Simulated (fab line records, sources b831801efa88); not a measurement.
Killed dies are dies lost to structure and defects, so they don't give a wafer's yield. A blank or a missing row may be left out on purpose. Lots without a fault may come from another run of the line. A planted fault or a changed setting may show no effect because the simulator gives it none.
Chamber matching | flow gf180mcu | GF_V3_CMP_26 on cmp-02: 4 sister chambers
The step polishes, stops on SiO2, t overpolish 15 s, target thk 0 nm. 4 wafers are shown with their chamber, then 7 later ones without.

WAFERS WITH THEIR CHAMBER
wafer  | chamber | motor_current_A (A)
L597.1 | 1       | 12.2
L597.4 | 3       | 11.0
L602.1 | 2       | 10.7
L602.2 | 0       | 12.6

WAFERS WITHOUT THEIR CHAMBER
wafer  | motor_current_A (A)
L602.5 | 13.1
L603.3 | 11.1
L603.5 | 10.8
L603.6 | 11.2
L605.1 | 11.0
L605.5 | 10.7
L605.6 | 10.3

WHICH CHAMBER EACH WENT THROUGH
wafer  | from the rows above     | in truth
L602.5 | can't be placed: 0 or 1 | 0
L603.3 | can't be placed: 3 or 2 | 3
L603.5 | can't be placed: 2 or 3 | 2
L603.6 | can't be placed: 3 or 2 | 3
L605.1 | can't be placed: 3 or 2 | 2
L605.5 | can't be placed: 2 or 3 | 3
L605.6 | can't be placed: 2 or 3 | 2
Placed correctly: 0 of 7. Can't be placed from these rows: 7 (the true chamber is among the candidates in 7). Placed wrongly: 0.
How it was worked out, from the rows above alone: a wafer's distance from a chamber is the root of the sum, over the readings, of the square of ((its reading less the chamber's mean) divided by the reading's scatter). The wafer belongs to the nearest chamber; if the next one is less than 2 further off, it can't be placed. A chamber's mean is the mean of its shown wafers. The scatter: with one shown wafer a chamber, the root of the mean of the squares of how far each hidden wafer lies from its nearest shown one.
